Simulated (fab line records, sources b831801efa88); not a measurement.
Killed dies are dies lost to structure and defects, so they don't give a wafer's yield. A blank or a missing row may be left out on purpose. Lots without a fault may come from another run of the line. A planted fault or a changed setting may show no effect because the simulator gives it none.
Chamber matching | flow sky130 | SKY_METAL4_ETCH_17 on rie_diel-04: 4 sister chambers
The step etches SiO2 in C4F8/O2/Ar, stops on TiN, time 3.78 s, target depth 15 nm. 4 wafers are shown with their chamber, then 7 later ones without.

WAFERS WITH THEIR CHAMBER
wafer  | chamber | oes_product_au (a.u.)
L443.4 | 3       | 0.773
L448.5 | 0       | 0.780
L449.1 | 2       | 0.767
L449.3 | 1       | 0.757

WAFERS WITHOUT THEIR CHAMBER
wafer  | oes_product_au (a.u.)
L449.5 | 0.769
L450.1 | 0.766
L450.2 | 0.771
L450.4 | 0.769
L462.1 | 0.770
L462.4 | 0.779
L462.5 | 0.778

WHICH CHAMBER EACH WENT THROUGH
wafer  | from the rows above     | in truth
L449.5 | can't be placed: 2 or 3 | 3
L450.1 | 2                       | 2
L450.2 | can't be placed: 3 or 2 | 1
L450.4 | can't be placed: 2 or 3 | 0
L462.1 | can't be placed: 2 or 3 | 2
L462.4 | 0                       | 0
L462.5 | can't be placed: 0 or 3 | 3
Placed correctly: 2 of 7. Can't be placed from these rows: 5 (the true chamber is among the candidates in 3). Placed wrongly: 0.
How it was worked out, from the rows above alone: a wafer's distance from a chamber is the root of the sum, over the readings, of the square of ((its reading less the chamber's mean) divided by the reading's scatter). The wafer belongs to the nearest chamber; if the next one is less than 2 further off, it can't be placed. A chamber's mean is the mean of its shown wafers. The scatter: with one shown wafer a chamber, the root of the mean of the squares of how far each hidden wafer lies from its nearest shown one.
